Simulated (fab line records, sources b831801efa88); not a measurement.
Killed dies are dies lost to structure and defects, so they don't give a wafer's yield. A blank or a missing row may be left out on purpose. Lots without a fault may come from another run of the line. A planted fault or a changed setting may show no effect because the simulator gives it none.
A struck lot beside a sound one | flow sky130 | 17 steps out of a route of 708
Sound: wafers L306.2, L306.3, L306.4. Struck: wafers L314.2, L314.3, L314.5. The cause comes at the end.
At each step with rows: each side's tool, then ch and its chambers, then its first start. Under that, the readings that differ: sound wafers | struck wafers | difference of the means | sigmas: that difference in standard deviations of wafers without a fault.
alike: readings whose means differ by less than 2 such deviations, and words and numbers that are the same on both sides. not compared: withheld readings, readings that some wafer has no value for, bounds like >300 that may hide the same value, and numbers for which the record gives no deviation and whose values overlap.
The two part at a step that has a row with sigmas, a row that says differs or no value, or rows on one side only. Numbers that don't overlap but have no deviation are shown without sigmas and don't part them. A reading that every wafer of one side lacks parts them only if that side has two wafers or more.

SKY_LDD_HVN_OVL_MEAS_07:
  sound on overlay-02, day 22 18:54; struck on overlay-02, day 25 05:11
  alike: LDD_HVN_OVL
then, 1 step without rows for these wafers: SKY_LDD_HVN_IMPLANT_08.
SKY_LDD_HVN_STRIP_09: strips in O2/N2.
  sound on plasma_asher-04 ch 0,1, day 22 19:05; struck on plasma_asher-03 ch 1, day 25 05:22
  alike: drypump_motor_current_A, oes_product_au, strip_time_to_endpoint_s
  not compared: rf_hours_counter_h
SKY_LDD_HVN_TW_MEAS_10:
  sound on film_metro-04, day 22 19:11; struck on film_metro-02, day 25 05:29
  alike: LDD_HVN_TW
then, 7 steps without rows for these wafers: SKY_LDD_HVP_DEHYDRATE_00 (time 60 s); SKY_LDD_HVP_HMDS_01 (prime time 60 s); SKY_LDD_HVP_COAT_02 (resist thk 300 nm); SKY_LDD_HVP_SOFTBAKE_03 (time 60 s); SKY_LDD_HVP_EXPOSE_04 (exposes mask HVPTM, target cd 700 nm); SKY_LDD_HVP_PEB_05; SKY_LDD_HVP_DEVELOP_06 (develop time 60 s).
SKY_LDD_HVP_OVL_MEAS_07:
  sound on overlay-01, day 24 00:56; struck on overlay-02, day 26 10:35
  alike: LDD_HVP_OVL
SKY_LDD_HVP_IMPLANT_08:
  sound on implanter-03 ch 0, day 24 01:00; struck on implanter-04 ch 0, day 26 10:39
  reading                   | sound                | struck               | difference | sigmas
  beam_energy_keV           | 20.005 20.008 20.004 | 22.653 22.637 22.650 | +2.641     | +99 or more
  model.implant.rp_nm (nm)  | 62.79 62.79 62.79    | 72.82 72.82 72.82    | +10.03     |
  model.implant.drp_nm (nm) | 28.53 28.53 28.53    | 32.02 32.02 32.02    | +3.49      |
  alike: beam_on_s
SKY_LDD_HVP_STRIP_09: strips in O2/N2.
  sound on plasma_asher-02 ch 0,1, day 24 01:07; struck on plasma_asher-01 ch 0,1, day 26 10:46
  alike: drypump_motor_current_A, oes_product_au, strip_time_to_endpoint_s
  not compared: rf_hours_counter_h
SKY_LDD_HVP_TW_MEAS_10:
  sound on film_metro-03, day 24 01:14; struck on film_metro-04, day 26 10:53
  reading    | sound             | struck            | difference | sigmas
  LDD_HVP_TW | 459.2 460.2 459.3 | 473.0 472.7 472.2 | +13.1      | +5
then, 1 step without rows for these wafers: SKY_LDD_LDN_DEHYDRATE_00 (time 60 s).
-- the record jumps here: 23 days lie between the struck wafers' starts before and after (it left off in module LDD_LDN and takes up again in module PAD_OPEN, whose first step shown is number 708 of the route) --
SKY_PAD_OPEN_PROBE_99:
  sound on prober-02, day 47 12:07; struck on prober-02, day 49 06:00
  reading                                   | sound                | struck              | difference | sigmas
  killed_at_M0_to_M3                        | 44 66 48             | 42 31 40            | -15        | -2
  model.etest.tip_p_5v.rs_ohm_sq            | 2882 2869 2872       | 2789 2779 2801      | -85        |
  model.etest.pfet_g5v0d10v5.off_log10_a_um | -12.66 -12.85 -12.96 | -12.06 -12.36 -12.3 | +0.58      |
  alike: killed_at_M4_up, killed_at_contacts, killed_at_front_end, killed_at_other, killed_dies, killed_open, killed_short

WHERE THEY PART
First at SKY_LDD_HVP_IMPLANT_08; last, within this record, at SKY_PAD_OPEN_PROBE_99.

WHY: what the simulator had put in
Process parameter drift: implanter-04, from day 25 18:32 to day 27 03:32, at SKY_LDD_HVP_IMPLANT_08. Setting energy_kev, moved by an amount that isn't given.
